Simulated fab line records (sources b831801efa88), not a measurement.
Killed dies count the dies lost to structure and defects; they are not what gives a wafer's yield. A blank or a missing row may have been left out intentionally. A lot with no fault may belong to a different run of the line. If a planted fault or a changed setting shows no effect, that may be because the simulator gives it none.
fab line records ; flow sky130
record: lots: 15; wafers: 45; last-day: 50
route steps=708 shown METAL2@503 CAPM@541 VIA3@584
lots that met no fault: taken from a fault-free run of the same line
start-h: hours from the record's opening day to when the first of the lot's shown wafers began ; wait-h: hours since the lot's step before ; " the same as in the row above ; L1.1+2: several wafers, shown together as one row ; - value missing, or start not given ; * or withheld: withheld ; < > ~ a bound
route shown NAME@n: a module of which the file shows steps, and the number in the route of the first ; usual: mean and standard deviation over wafers with no fault ; same: alike in all rows ; chamber/n: place in a boat ; sites: per-site readings ; _std_site: how widely they spread, as a standard deviation ; _edge_site: the outer-site mean with the inner-site mean subtracted ; radius-mm: how far each site lies from the wafer's centre ; mask NAME#n: copy n ; behind: the tool/chamber that last shaped the wafer ; hold: why the lot went on hold/how many hours it stayed there/how the hold came to an end ; device: which transistor (n, p or np) failed to switch ; end of line: the tests these same wafers got at the end of their route ; step lacking rows: just its recipe ; killed: count of dies lost to structure and defects at first sort (not the wafer's yield) ; map: a wafer's dies, marking killed ones x, the rest . and places with no die _
set.NAME: the setting as run; set.NAME@STEP: as run at that earlier step ; model.NAME: the simulator's own value behind a step, which no gauge read
the route's steps for a sample of lots (tables are steps, rows are wafers)
services: a tool's chamber out of use, with start hour (start-h, from the record's first day; less than 0 if before it), hours out, and reason
== steps ==
step: SKY_METAL2_STRIP_20
recipe: chemistry: O2/N2; power-w: 1400; pressure-mtorr: 1500; platen-temp-c: withheld; o2-flow-sccm: 3000; n2-flow-sccm: 300; overash-fraction: 0.5
usual: drypump-motor-current-A: 5.9/0.48; oes-product-au: 0.343/0.0043; strip-time-to-endpoint-s: 2.70/0.046
lot.wafer;tool;chamber;start-h;wait-h;drypump-motor-current-A;oes-product-au;rf-hours-counter-h;strip-time-to-endpoint-s
L586.1;plasma-asher-01;1;835.61;0.1;5.8;0.343;71;2.63
L586.2;plasma-asher-01;0;835.61;0.1;5.5;0.344;71;2.67
L586.5;plasma-asher-01;0;835.61;0.1;5.5;0.343;-;2.67
L587.1;plasma-asher-03;1;852.16;0.1;5.8;0.337;42;2.66
L587.2;plasma-asher-03;0;852.16;0.1;6.7;0.345;42;2.64
L587.6;plasma-asher-03;0;852.16;0.1;6.7;0.336;-;2.63
L590.3;plasma-asher-01;0;865.52;0.1;5.5;0.345;-;2.74
L590.4;plasma-asher-01;1;865.52;0.1;5.7;0.346;-;2.79
L590.6;plasma-asher-01;1;865.52;0.1;5.8;0.343;-;2.74
L591.1;plasma-asher-01;1;876.81;0.1;5.7;0.341;75;2.66
L591.5;plasma-asher-01;1;876.81;0.1;5.7;0.345;-;2.67
L591.6;plasma-asher-01;0;876.81;0.1;5.5;0.333;-;2.67
L592.1;plasma-asher-03;1;879.61;0.1;5.8;0.349;45;2.77
L592.4;plasma-asher-03;0;879.61;0.1;6.7;0.343;-;2.78
L592.6;plasma-asher-03;0;879.61;0.1;6.7;0.344;-;2.75
L595.3;plasma-asher-03;0;907.40;0.1;6.8;0.346;-;2.72
L595.5;plasma-asher-03;1;907.40;0.1;5.8;0.337;-;2.72
L595.6;plasma-asher-03;0;907.40;0.1;6.8;0.348;-;2.67
L596.2;plasma-asher-03;1;913.56;0.1;5.8;0.342;48;2.66
L596.4;plasma-asher-03;1;913.56;0.1;5.8;0.344;-;2.68
L596.5;plasma-asher-03;1;913.56;0.1;5.8;0.346;-;2.65
L597.3;plasma-asher-03;1;932.64;0.1;5.8;0.344;-;2.75
L597.4;plasma-asher-03;0;932.64;0.1;6.8;0.342;-;2.76
L597.6;plasma-asher-03;1;932.64;0.1;5.8;0.348;-;2.78
L598.2;plasma-asher-03;0;934.48;0.1;6.7;0.347;50;2.75
L598.3;plasma-asher-03;1;934.48;0.1;5.9;0.346;-;2.77
L598.6;plasma-asher-03;1;934.48;0.1;5.8;0.342;-;2.77
L599.1;plasma-asher-01;1;935.93;0.1;5.7;0.340;80;2.61
L599.2;plasma-asher-01;0;935.93;0.1;5.5;0.344;80;2.65
L599.5;plasma-asher-01;1;935.93;0.1;5.8;0.354;-;2.64
L600.1;plasma-asher-01;0;938.91;0.1;5.5;0.342;80;2.72
L600.4;plasma-asher-01;1;938.91;0.1;5.7;0.339;-;2.70
L600.6;plasma-asher-01;1;938.91;0.1;5.7;0.343;-;2.72
L603.3;plasma-asher-03;1;955.39;0.1;5.8;0.346;-;2.66
L603.4;plasma-asher-03;0;955.39;0.1;6.7;0.341;-;2.72
L603.5;plasma-asher-03;0;955.39;0.1;6.7;0.340;-;2.65
L604.2;plasma-asher-02;1;969.11;0.1;6.0;0.348;22;2.65
L604.4;plasma-asher-02;1;969.11;0.1;5.9;0.342;-;2.65
L604.6;plasma-asher-02;0;969.11;0.1;5.2;0.341;-;2.65
L606.1;plasma-asher-02;0;985.81;0.1;5.2;0.334;24;2.70
L606.4;plasma-asher-02;0;985.81;0.1;5.2;0.346;-;2.69
L606.5;plasma-asher-02;1;985.81;0.1;5.9;0.339;-;2.73
L607.3;plasma-asher-01;1;990.88;0.1;5.7;0.341;-;2.72
L607.4;plasma-asher-01;0;990.88;0.1;5.5;0.349;-;2.70
L607.6;plasma-asher-01;1;990.88;0.1;5.8;0.333;-;2.67
step: SKY_CAPM_THK_MEAS_04
recipe: thk-meas-gauge: xrf; reads: TiN_of_CAPM_SPUTTER_02
usual: CAPM_TIN_THK: 199.8/2.5
lot.wafer;tool;chamber;start-h;wait-h;CAPM_TIN_THK[nm]
L586.1;film-metro-01;-;864.45;0.1;203.0
L586.2;film-metro-01;-;864.45;0.1;203.1
L586.5;film-metro-01;-;864.45;0.1;202.5
L587.1;film-metro-03;-;881.27;0.1;196.0
L587.2;film-metro-03;-;881.27;0.1;196.6
L587.6;film-metro-03;-;881.27;0.1;199.0
L590.3;film-metro-02;-;895.10;0.1;197.0
L590.4;film-metro-02;-;895.10;0.1;196.6
L590.6;film-metro-02;-;895.10;0.1;197.2
L591.1;film-metro-01;-;905.13;0.1;194.1
L591.5;film-metro-01;-;905.13;0.1;194.5
L591.6;film-metro-01;-;905.13;0.1;196.5
L592.1;film-metro-01;-;907.72;0.1;203.2
L592.4;film-metro-01;-;907.72;0.1;202.3
L592.6;film-metro-01;-;907.72;0.1;202.4
L595.3;film-metro-03;-;939.28;0.1;200.5
L595.5;film-metro-03;-;939.28;0.1;197.1
L595.6;film-metro-03;-;939.28;0.1;199.0
L596.2;film-metro-01;-;941.43;0.1;203.1
L596.4;film-metro-01;-;941.43;0.1;203.5
L596.5;film-metro-01;-;941.43;0.1;204.3
L597.3;film-metro-01;-;960.67;0.1;201.9
L597.4;film-metro-01;-;960.67;0.1;203.1
L597.6;film-metro-01;-;960.67;0.1;200.4
L598.2;film-metro-02;-;962.16;0.1;202.8
L598.3;film-metro-02;-;962.16;0.1;201.9
L598.6;film-metro-02;-;962.16;0.1;201.9
L599.1;film-metro-03;-;963.62;0.1;196.2
L599.2;film-metro-03;-;963.62;0.1;196.5
L599.5;film-metro-03;-;963.62;0.1;197.0
L600.1;film-metro-02;-;966.10;0.1;202.3
L600.4;film-metro-02;-;966.10;0.1;201.4
L600.6;film-metro-02;-;966.10;0.1;199.0
L603.3;film-metro-02;-;983.08;0.1;199.2
L603.4;film-metro-02;-;983.08;0.1;201.2
L603.5;film-metro-02;-;983.08;0.1;201.0
L604.2;film-metro-01;-;994.99;0.1;196.1
L604.4;film-metro-01;-;994.99;0.1;197.1
L604.6;film-metro-01;-;994.99;0.1;196.4
L606.1;film-metro-02;-;1012.47;0.1;201.0
L606.4;film-metro-02;-;1012.47;0.1;201.5
L606.5;film-metro-02;-;1012.47;0.1;201.9
L607.3;film-metro-03;-;1017.76;0.1;202.0
L607.4;film-metro-03;-;1017.76;0.1;202.4
L607.6;film-metro-03;-;1017.76;0.1;200.6
step: SKY_VIA3_DEVELOP_11
recipe: develop-time-s: 60; resist: KrF-thick; dev-temp-c: 21
usual: chill-plate-temp-C: 23.00/0.11; develop-time-s: 60/0
lot.wafer;tool;chamber;start-h;wait-h;chill-plate-temp-C;develop-time-s
L586.1;litho-track-03;0;942;-;22.93;60
L586.2;litho-track-03;0;942;-;22.99;60
L586.5;litho-track-03;0;942;-;23.10;60
L587.1;litho-track-03;0;958;-;22.87;60
L587.2;litho-track-03;0;958;-;23.05;60
L587.6;litho-track-03;0;958;-;23.10;60
L590.3;litho-track-04;0;971;-;23.04;60
L590.4;litho-track-04;0;971;-;23.01;60
L590.6;litho-track-04;0;971;-;23.00;60
L591.1;litho-track-01;0;981;-;23.05;60
L591.5;litho-track-01;0;981;-;22.99;60
L591.6;litho-track-01;0;981;-;22.92;60
L592.1;litho-track-04;0;983;-;23.14;60
L592.4;litho-track-04;0;983;-;23.12;60
L592.6;litho-track-04;0;983;-;23.08;60
L595.3;litho-track-01;0;1012;-;22.92;60
L595.5;litho-track-01;0;1012;-;23.02;60
L595.6;litho-track-01;0;1012;-;22.93;60
L596.2;litho-track-03;-;1014;-;-;-
L596.4;litho-track-03;-;1014;-;-;-
L596.5;litho-track-03;-;1014;-;-;-
L597.3;litho-track-01;-;1032;-;-;-
L597.4;litho-track-01;-;1032;-;-;-
L597.6;litho-track-01;-;1032;-;-;-
L598.2;litho-track-01;-;1034;-;-;-
L598.3;litho-track-01;-;1034;-;-;-
L598.6;litho-track-01;-;1034;-;-;-
L599.1;litho-track-03;0;1035;-;23.13;60
L599.2;litho-track-03;0;1035;-;22.97;60
L599.5;litho-track-03;0;1035;-;23.06;60
L600.1;litho-track-03;0;1038;-;22.89;60
L600.4;litho-track-03;0;1038;-;22.94;60
L600.6;litho-track-03;0;1038;-;22.97;60
L603.3;litho-track-04;0;1053;-;22.84;60
L603.4;litho-track-04;0;1053;-;23.08;60
L603.5;litho-track-04;0;1053;-;23.05;60
L604.2;litho-track-01;0;1064;-;23.05;60
L604.4;litho-track-01;0;1064;-;22.86;60
L604.6;litho-track-01;0;1064;-;22.70;60
L606.1;litho-track-03;0;1081;-;23.14;60
L606.4;litho-track-03;0;1081;-;23.18;60
L606.5;litho-track-03;0;1081;-;23.28;60
L607.3;litho-track-01;0;1087;-;22.97;60
L607.4;litho-track-01;0;1087;-;22.90;60
L607.6;litho-track-01;0;1087;-;23.06;60
== services ==
tool;chamber;start-h;hours;kind
plasma-asher-02;-;823.45;1.0;repair
plasma-asher-01;-;851.04;1.6;repair
plasma-asher-02;-;858.89;6.4;repair
plasma-asher-01;-;905.07;11.0;repair
plasma-asher-01;-;977.57;0.7;repair
plasma-asher-01;-;987.59;0.6;repair
plasma-asher-02;-;1034.80;1.3;repair
== key ==
first-sign: step: SKY_VIA3_DEVELOP_11; reading: tool-record; direction: missing
effect none on later readings
met-at SKY_VIA3_DEVELOP_11
struck-lots L596,L597,L598
later-rows-left-out L596.2,L596.4,L596.5,L597.3,L597.4,L597.6,L598.2,L598.3,L598.6
sort-left-out L596.2,L596.4,L596.5,L597.3,L597.4,L597.6,L598.2,L598.3,L598.6
not-acting-at SKY_METAL2_STRIP_20,SKY_CAPM_THK_MEAS_04
onset-between 1012 1014
fault: kind: skipped-step-whole; tool: litho-track-01,litho-track-03; chamber: -; onset-h: 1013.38; steps: SKY_VIA3_DEVELOP_11; scope: struck-lots-only
sort-left-out: the simulated sort isn't trusted on such a fault, so these wafers' sort isn't shown, and their yield isn't known
later-rows-left-out: the simulator's readings of these wafers behind a module that went badly wrong aren't trusted and aren't shown, but for the sort
